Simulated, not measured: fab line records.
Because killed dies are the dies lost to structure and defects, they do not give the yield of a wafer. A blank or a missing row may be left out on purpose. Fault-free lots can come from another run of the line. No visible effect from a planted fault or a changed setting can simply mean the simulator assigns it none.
Comparing a struck lot with a sound one -- flow gf180mcu -- 16 out of 602 route steps
Sound: the wafers L705.1, L705.3, L705.4. Struck: wafer L720.6; the same lot's L720.3 was not struck, so it is left out; see the end for the cause.
Per side, at each step with rows, come the tool, then ch with its chambers, and then its first start. Under that, the readings that differ: sound wafers -- struck wafers -- difference of the means -- sigmas: that difference in standard deviations of wafers without a fault.
alike: readings whose means differ by less than 2 such deviations, and words and numbers that are the same on both sides. not compared: withheld readings, readings that some wafer has no value for, bounds like >300 that may hide the same value, and numbers for which the record gives no deviation and whose values overlap.
The two part at a step that has a row with sigmas, a row that says differs or no value, or rows on one side only. Numbers that don't overlap but have no deviation are shown without sigmas and don't part them. A reading missing from all wafers of one side parts the sides only when that side holds two or more wafers.

first, 6 steps without rows for these wafers: GF_TOP_METAL_HMDS_08 (prime time 60 s); GF_TOP_METAL_COAT_09 (resist thk 1500 nm); GF_TOP_METAL_SOFTBAKE_10 (time 60 s); GF_TOP_METAL_EXPOSE_11 (exposes mask MetalTop, target cd 440 nm); GF_TOP_METAL_PEB_12; GF_TOP_METAL_DEVELOP_13 (develop time 60 s).
GF_TOP_METAL_CD_MEAS_14: target cd 440 nm.
  struck on cd-sem-01, day 32 08:26; sound on cd-sem-02, day 28 01:09
  alike: cd-nm
GF_TOP_METAL_OVL_MEAS_15:
  struck on overlay-02, day 32 08:31; sound on overlay-01, day 28 01:16
  alike: TOP_METAL_OVL
GF_TOP_METAL_METAL_ETCH_16: etches the open film in Cl2/BCl3, stops on SiO2, target depth 1197 nm, time 199.5 s.
  sound on rie-metal-01 ch 0,1, day 28 01:18; struck on rie-metal-01 ch 0, day 32 08:40
  alike: drypump-motor-current-A, oes-product-au, throttle-valve-pct
  not compared: rf-hours-counter-h
GF_TOP_METAL_STRIP_17: strips in O2/N2.
  sound on plasma-asher-01 ch 0,1, day 28 01:29; struck on plasma-asher-01 ch 1, day 32 08:58
  alike: drypump-motor-current-A, heater-power-w, oes-product-au, strip-time-to-endpoint-s
  not compared: rf-hours-counter-h
then, 2 steps without rows for these wafers: GF_TOP_METAL_STRIP_18 (strips in post etch residue remover, time 1200 s); GF_TOP_METAL_CLEAN_19 (cleans in DIW).
GF_PASSIVATION_CVD_00: deposits SiO2 from TEOS, target thk 1000 nm, time 111.95 s.
  sound on pecvd-04 ch 0,1, day 28 02:05; struck on pecvd-03 ch 2, day 32 09:28
reading,sound,struck,difference,sigmas
run-length-s (s),139.3 140.2 140.1,89.8,-50.1,-99 or more
model.SiO2_of_PASSIVATION_CVD_00.thk-nm (nm),988.7 990.2 1010,571.2,-425.1,
  alike: heater-power-w
GF_PASSIVATION_THK_MEAS_01:
  struck on film-metro-01, day 32 09:38; sound on film-metro-01, day 28 02:10
reading,sound,struck,difference,sigmas
PASSIVATION_CVD_00_THK (nm),988 991 1010,571,-425,-35
GF_PASSIVATION_CVD_02: deposits Si3N4, target thk 700 nm, time 486.18 s.
  sound on pecvd-01 ch 0,1, day 28 02:14; struck on pecvd-01 ch 1, day 32 09:41
  alike: heater-power-w, run-length-s
GF_PASSIVATION_PROBE_99:
  the record has rows for the struck wafers here (prober-02, day 33 04:12) and none for the sound ones

## WHERE THEY PART
Last at GF_PASSIVATION_PROBE_99 as far as this record goes, first at GF_PASSIVATION_CVD_00.

WHY: whatever the simulator had introduced
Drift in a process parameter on pecvd-03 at GF_PASSIVATION_CVD_00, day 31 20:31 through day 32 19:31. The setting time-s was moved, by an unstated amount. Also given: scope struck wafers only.
